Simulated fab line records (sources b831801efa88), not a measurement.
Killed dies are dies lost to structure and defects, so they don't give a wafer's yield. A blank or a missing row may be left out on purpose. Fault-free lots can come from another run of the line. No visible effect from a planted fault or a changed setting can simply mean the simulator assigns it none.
One fault through the eyes of 2 desks / flow sky130 / numbers are kept per desk, each desk with only its own; the story behind them comes last

== FROM THE METROLOGY DESK ==
Lot by lot, what the gauges showed, no matter which tool ran the lot: averages of those sampled wafers that carry a number. If a lot's mean is further than 4 standard deviations from the usual mean, the lot is out of limits and carries the mark OUT (the distance appears in the brackets).
Columns: A = FIELD_ISO_OXIDATION_00_THK at SKY_FIELD_ISO_THK_MEAS_02, usual 12.12 nm; B = DNWELL_TW at SKY_DNWELL_TW_MEAS_09, usual 1118; C = VT_ADJUST_HVTP_TW at SKY_VT_ADJUST_HVTP_TW_MEAS_11, usual 1361
lot=L439; first seen here=day 1 12:17; A=12.02; B=1120; C=1355
lot=L440; first seen here=day 1 17:54; A=12.02; B=1124; C=1368
lot=L441; first seen here=day 2 00:16; A=11.86; B=1110; C=1353
lot=L442; first seen here=day 2 04:20; A=11.99; B=1123; C=1357
lot=L443; first seen here=day 2 08:40; A=12.07; B=1109; C=1359
lot=L444; first seen here=day 2 13:05; A=12.36; B=1118; C=1366
lot=L445; first seen here=day 2 18:34; A=12.21; B=1125; C=1354
lot=L446; first seen here=day 2 22:38; A=12.06; B=1115; C=1359
lot=L447; first seen here=day 3 04:17; A=12.17; B=1122; C=1358
lot=L448; first seen here=day 3 08:38; A=12.52; B=1125; C=1357
lot=L449; first seen here=day 3 14:17; A=12.43; B=1123; C=1357
lot=L452; first seen here=day 4 07:26; A=12.07; B=1118; C=1361
lot=L454; first seen here=day 4 15:37; A=12.00; B=1122; C=1356
lot=L453; first seen here=day 4 15:37; A=12.15; B=1116; C=1368
lot=L462; first seen here=day 6 07:31; A=12.24; B=1114; C=1360
This desk's finding: nothing out of limits on any of the 15 lots.

== THE TOOL OWNER'S DESK: iline stepper-01 ==
The tool's own readings at SKY_VT_ADJUST_LVTN_EXPOSE_04 (exposes mask NWM COMPLEMENT LESS NATIVE, target cd 840 nm): means of the sampled wafers that have a number, for each lot that ran on this tool. If a lot's mean is further than 4 standard deviations from the usual mean, the lot is out of limits and carries the mark OUT (the distance appears in the brackets).
Columns: A = exposure dose mJ cm2 at SKY_VT_ADJUST_LVTN_EXPOSE_04, usual 194.02; B = focus offset nm at SKY_VT_ADJUST_LVTN_EXPOSE_04, usual 0.0 nm
lot=L439; first seen here=day 6 15:40; A=194.31; B=-0.2
lot=L441; first seen here=day 7 04:34; A=193.83; B=0.0
lot=L443; first seen here=day 7 17:04; A=194.16; B=-0.7
lot=L445; first seen here=day 8 02:53; A=194.18; B=-0.2
lot=L446; first seen here=day 8 15:58; A=193.84; B=-0.6
lot=L448; first seen here=day 9 10:00; A=194.05; B=0.2
lot=L449; first seen here=day 9 16:39; A=194.04; B=-0.3
lot=L462; first seen here=day 12 19:47; A=194.02; B=-0.6
This desk's finding: nothing out of limits on any of the 8 lots.

== ALL TOGETHER ==
Metrology desk: nothing out of limits seen.
The desk of the tool owner found nothing out of limits.

== WHAT THE SIMULATOR HAD PUT IN ==
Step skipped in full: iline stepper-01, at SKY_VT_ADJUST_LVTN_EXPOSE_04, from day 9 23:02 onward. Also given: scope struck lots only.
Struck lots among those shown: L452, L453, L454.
